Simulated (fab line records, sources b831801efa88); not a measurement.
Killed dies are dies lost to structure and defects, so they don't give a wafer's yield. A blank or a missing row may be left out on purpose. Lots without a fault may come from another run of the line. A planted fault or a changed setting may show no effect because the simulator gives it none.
Split-lot experiment | flow sky130 | 5 lots, 23 wafers read, on a route of 708 steps

THE SPLIT
At SKY_VIA4_HDPCVD_00 (deposits SiO2, target thk 1750 nm, time 291.7 s), the setting time_s was moved away from the recipe's 291.7 s on 8 of the 23 wafers read, by -5.5% to +10.0%. The other wafers ran this setting at the recipe's value.

The file shows no step between the split and the reading.

THE READING
VIA4_HDPCVD_THK, in nm, at SKY_VIA4_THK_MEAS_01. Fault-free wafers of this fab line usually give 1748 nm, standard deviation 14 nm.

wafer  | tool, chamber at the split | time_s as run, s | against the recipe | VIA4_HDPCVD_THK, nm | against lot-mates on the recipe
L077.1 | hdpcvd-02, 1               | 291.7            | recipe             | 1738                | -
L077.4 | hdpcvd-02, 1               | 291.7            | recipe             | 1759                | -
L077.5 | hdpcvd-02, 2               | 291.7            | recipe             | 1752                | -
L079.1 | hdpcvd-02, 2               | 291.7            | recipe             | 1766                | -
L079.2 | hdpcvd-02, 1               | 320.8            | +10.0%             | 1931                | +175
L079.4 | hdpcvd-02, 0               | 291.7            | recipe             | 1759                | -
L079.5 | hdpcvd-02, 1               | 320.8            | +10.0%             | 1921                | +165
L079.6 | hdpcvd-02, 2               | 291.7            | recipe             | 1742                | -
L082.1 | hdpcvd-01, 0               | 291.7            | recipe             | 1740                | -
L082.2 | hdpcvd-01, 1               | 291.7            | recipe             | 1731                | -
L082.4 | hdpcvd-01, 2               | 275.7            | -5.5%              | 1658                | -78
L082.5 | hdpcvd-01, 1               | 275.7            | -5.5%              | 1627                | -108
L082.6 | hdpcvd-01, 0               | 275.7            | -5.5%              | 1653                | -82
L083.1 | hdpcvd-01, 1               | 291.7            | recipe             | 1740                | -
L083.2 | hdpcvd-01, 2,0             | 291.7            | recipe             | 1728                | -
L083.3 | hdpcvd-01, 2,0             | 291.7            | recipe             | 1729                | -
L083.4 | hdpcvd-01, 2               | 291.7            | recipe             | 1737                | -
L083.6 | hdpcvd-01, 0               | 291.7            | recipe             | 1745                | -
L085.1 | hdpcvd-01, 1               | 275.9            | -5.4%              | 1639                | -104
L085.2 | hdpcvd-01, 0               | 275.9            | -5.4%              | 1652                | -91
L085.4 | hdpcvd-01, 0               | 275.9            | -5.4%              | 1653                | -90
L085.5 | hdpcvd-01, 1               | 291.7            | recipe             | 1744                | -
L085.6 | hdpcvd-01, 2               | 291.7            | recipe             | 1742                | -
Where a row lists several chambers, the file gives one row for several wafers and doesn't say which wafer went through which chamber.

THE FIT
A straight line over all 23 wafers: VIA4_HDPCVD_THK changes by +18 nm for each +1% of time_s; r = +0.99; the points scatter about the line by 11 nm.
The same after taking each lot's own level away (the mean of its wafers on the recipe; 23 wafers): +17 nm for each +1%; r = +0.99; scatter 8.7 nm.
On that fit, the largest move of time_s shifts the reading by 1.7e+02 nm.
The lots' own levels span 1735.5 to 1755.7 nm, that is 1.4 times the standard deviation above.
So the lot-to-lot level changes the slope little: the two slopes agree.
Check: with one of the wafers moved furthest among these (+10.0%) left out of the fit, the line predicts +167 nm for it against its lot-mates. It came out at +175 nm against them.

THE WHOLE CHAIN: every reading that the file lists as answering this split, in the file's order
step                 | what it does                                    | reading                                                                        | change (the file's fit)              | r (the file's)
SKY_VIA4_HDPCVD_00   | deposits SiO2, target thk 1750 nm, time 291.7 s | SiO2_of_VIA4_HDPCVD_00.thk_nm (the simulator's own value, which no gauge read) | +17.1 nm for each +1% of the setting | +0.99
SKY_VIA4_THK_MEAS_01 |                                                 | VIA4_HDPCVD_THK                                                                | +17 for each +1% of the setting      | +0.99

THE FILE'S OWN FIT
VIA4_HDPCVD_THK changes by +17 nm for each +1% of time_s, r = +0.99.
